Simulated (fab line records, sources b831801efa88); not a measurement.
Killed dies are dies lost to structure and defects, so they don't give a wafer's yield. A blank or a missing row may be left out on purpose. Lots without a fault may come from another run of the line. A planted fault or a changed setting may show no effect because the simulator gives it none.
Which tool did it? | flow gf180mcu | 13 lots, 39 wafers sampled, at 6 steps of a route of 602

WHAT THE GAUGES READ, wafer by wafer
GF_STI_THK_MEAS_02. Usual: STI_OXIDATION_THK 10.03 nm, standard deviation 0.17.
lot  | measured    | on            | STI_OXIDATION_THK (nm) | flag
L429 | day 1 11:58 | film_metro-02 | 10.16 10.22 9.92       |
L430 | day 1 16:31 | film_metro-02 | 9.86 9.96 10.03        |
L431 | day 1 21:31 | film_metro-02 | 10.13 10.22 9.91       |
L432 | day 2 02:46 | film_metro-01 | 10.10 10.03 10.02      |
L442 | day 4 06:07 | film_metro-02 | 9.95 10.09 9.98        |
L444 | day 4 22:23 | film_metro-03 | 10.35 10.11 10.21      |
L445 | day 4 22:24 | film_metro-01 | 9.98 9.94 10.05        |
L446 | day 5 02:43 | film_metro-03 | 10.04 10.13 9.98       |
L447 | day 5 05:38 | film_metro-02 | 10.10 10.10 10.08      |
L448 | day 5 10:32 | film_metro-01 | 9.93 10.00 9.85        |
L450 | day 5 21:43 | film_metro-03 | 9.96 9.79 9.77         |
L451 | day 6 02:13 | film_metro-03 | 9.84 9.70 9.88         |
L452 | day 6 06:50 | film_metro-02 | 10.18 10.38 9.97       |

GF_VT_IMPLANT_OVL_MEAS_18. Usual: VT_IMPLANT_01_OVL 0.7 nm, standard deviation 1.6.
lot  | measured     | on         | VT_IMPLANT_01_OVL (nm) | flag
L429 | day 6 04:38  | overlay-01 | 0.1 1.7 0.7            |
L430 | day 6 11:29  | overlay-01 | -0.9 -0.2 -0.2         |
L431 | day 6 16:32  | overlay-01 | 1.0 1.0 2.3            |
L432 | day 6 22:16  | overlay-01 | 2.3 1.9 -0.1           |
L442 | day 9 18:55  | overlay-01 | -1.8 -1.4 -1.3         |
L444 | day 10 12:17 | overlay-01 | 0.7 -1.5 1.1           |
L445 | day 10 12:00 | overlay-02 | 1.1 1.8 1.9            |
L446 | day 10 18:56 | overlay-01 | 1.1 2.4 0.7            |
L447 | day 10 22:28 | overlay-01 | -0.2 -1.5 -2.3         |
L448 | day 11 05:42 | overlay-01 | 2.4 0.4 1.7            |
L450 | day 12 03:32 | overlay-02 | 0.4 2.1 0.4            |
L451 | day 12 02:53 | overlay-02 | 0.6 -0.9 -0.5          |
L452 | day 12 15:25 | overlay-01 | -0.8 -1.3 -1.5         |

GF_VT_IMPLANT_OVL_MEAS_40. Usual: VT_IMPLANT_03_OVL 0.6 nm, standard deviation 1.4.
lot  | measured     | on         | VT_IMPLANT_03_OVL (nm) | flag
L429 | day 7 10:48  | overlay-01 | -0.7 -0.2 -0.6         |
L430 | day 7 18:03  | overlay-01 | -1.5 -0.4 -0.6         |
L431 | day 8 00:05  | overlay-01 | 0.0 0.0 0.7            |
L432 | day 8 05:44  | overlay-02 | - - -                  | OFF
L442 | day 11 07:14 | overlay-01 | -1.6 -0.6 -3.1         |
L444 | day 12 02:03 | overlay-02 | 1.2 0.9 2.1            |
L445 | day 12 01:28 | overlay-01 | 0.9 0.4 -0.2           |
L446 | day 12 08:57 | overlay-01 | 0.1 0.2 -1.7           |
L447 | day 12 11:55 | overlay-01 | 0.3 0.7 0.3            |
L448 | day 12 20:13 | overlay-02 | 0.2 0.2 1.3            |
L450 | day 13 19:24 | overlay-02 | 2.7 2.0 2.0            |
L451 | day 13 18:24 | overlay-01 | 1.1 1.0 1.8            |
L452 | day 14 08:16 | overlay-01 | 0.1 -1.1 -3.0          |

GF_VT_IMPLANT_TW_MEAS_43. Usual: VT_IMPLANT_4_TW 693, standard deviation 4.4.
lot  | measured     | on            | VT_IMPLANT_4_TW | flag
L429 | day 7 11:05  | film_metro-04 | 688 692 692     |
L430 | day 7 18:20  | film_metro-04 | 688 688 685     |
L431 | day 8 00:23  | film_metro-03 | 693 694 696     |
L432 | day 8 06:02  | film_metro-02 | 30 30 30        | OFF
L442 | day 11 07:32 | film_metro-02 | 695 690 693     |
L444 | day 12 02:22 | film_metro-02 | 687 683 690     |
L445 | day 12 01:45 | film_metro-03 | 695 694 696     |
L446 | day 12 09:14 | film_metro-02 | 687 688 691     |
L447 | day 12 12:12 | film_metro-04 | 691 694 693     |
L448 | day 12 20:30 | film_metro-02 | 688 693 690     |
L450 | day 13 19:41 | film_metro-03 | 695 699 698     |
L451 | day 13 18:41 | film_metro-04 | 697 701 694     |
L452 | day 14 08:34 | film_metro-04 | 695 696 697     |

GF_HV_LDD_CD_MEAS_07: target cd 400 nm. Usual: cd_nm 401.1 nm, standard deviation 2.2.
lot  | measured     | on        | cd_nm (nm)        | flag
L429 | day 10 00:34 | cd_sem-01 | 403.7 399.1 402.4 |
L430 | day 10 04:52 | cd_sem-01 | 401.1 400.8 399.1 |
L431 | day 10 12:38 | cd_sem-02 | 400.8 401.9 400.7 |
L442 | day 14 03:26 | cd_sem-02 | 399.5 400.3 404.3 |
L444 | day 15 03:16 | cd_sem-01 | 402.8 405.1 404.2 |
L445 | day 14 22:51 | cd_sem-01 | 398.0 398.9 401.4 |
L446 | day 15 06:41 | cd_sem-01 | 405.1 402.9 404.0 |
L447 | day 15 10:20 | cd_sem-01 | 406.1 404.3 406.1 |
L448 | day 15 20:23 | cd_sem-02 | 401.6 402.7 402.3 |
L450 | day 16 21:22 | cd_sem-01 | 397.5 397.6 399.0 |
L451 | day 16 19:06 | cd_sem-01 | 400.5 400.9 400.7 |
L452 | day 17 08:16 | cd_sem-01 | 399.4 397.3 402.2 |

WHICH TOOL RAN EACH LOT (tool, then ch and the chambers of the sampled wafers, then the start)
lot  | GF_VT_IMPLANT_EXPOSE_37
L429 | iline_stepper-01 ch 0, day 7 03:21
L430 | iline_stepper-02 ch 0, day 7 10:37
L431 | iline_stepper-01 ch 0, day 7 16:05
L432 | iline_stepper-02 ch 0, day 7 22:04
L442 | iline_stepper-02 ch 0, day 10 22:29
L444 | iline_stepper-01 ch 0, day 11 16:25
L445 | iline_stepper-02 ch 0, day 11 15:45
L446 | iline_stepper-02 ch 0, day 11 23:47
L447 | iline_stepper-01 ch 0, day 12 02:50
L448 | iline_stepper-02 ch 0, day 12 10:13
L450 | iline_stepper-01 ch 0, day 13 09:15
L451 | iline_stepper-02 ch 0, day 13 08:10
L452 | iline_stepper-02 ch 0, day 13 22:28
- GF_VT_IMPLANT_EXPOSE_37: exposes mask Nwell HV AREA, target cd 860 nm.

WHAT THE TOOLS THEMSELVES READ (means of the sampled wafers that have a number; where no wafer has one, the mark that the record gives instead)
The record holds no such reading with a usual standard deviation.

THE ANSWER, worked out from the rows above alone
Rule: a lot is off if the mean of its wafers that have a number lies more than 3 standard deviations from the usual mean. A lot without any number at a reading at which 4 lots or more have one is off too. The other lots that the step has rows for count as sound. The gauges are gone through in route order, then the tools' own readings, and for those a lot's mean is taken as printed above. The first step at which some lot is off is used, and at that step the reading that is off furthest; a lot without a number counts as furthest.
Off: L432, at GF_VT_IMPLANT_OVL_MEAS_40 (VT_IMPLANT_03_OVL). Without a number there: L432.
A tool fits if, at a process step before that reading, it ran every lot that is off, and no sound lot after the first of them. The gauges at GF_VT_IMPLANT_OVL_MEAS_40 aren't tried: what is off there is off at GF_VT_IMPLANT_TW_MEAS_43 too, on other tools, and a gauge's error can't cause that. None of those tried fits.

WHAT THE SIMULATOR HAD PUT IN
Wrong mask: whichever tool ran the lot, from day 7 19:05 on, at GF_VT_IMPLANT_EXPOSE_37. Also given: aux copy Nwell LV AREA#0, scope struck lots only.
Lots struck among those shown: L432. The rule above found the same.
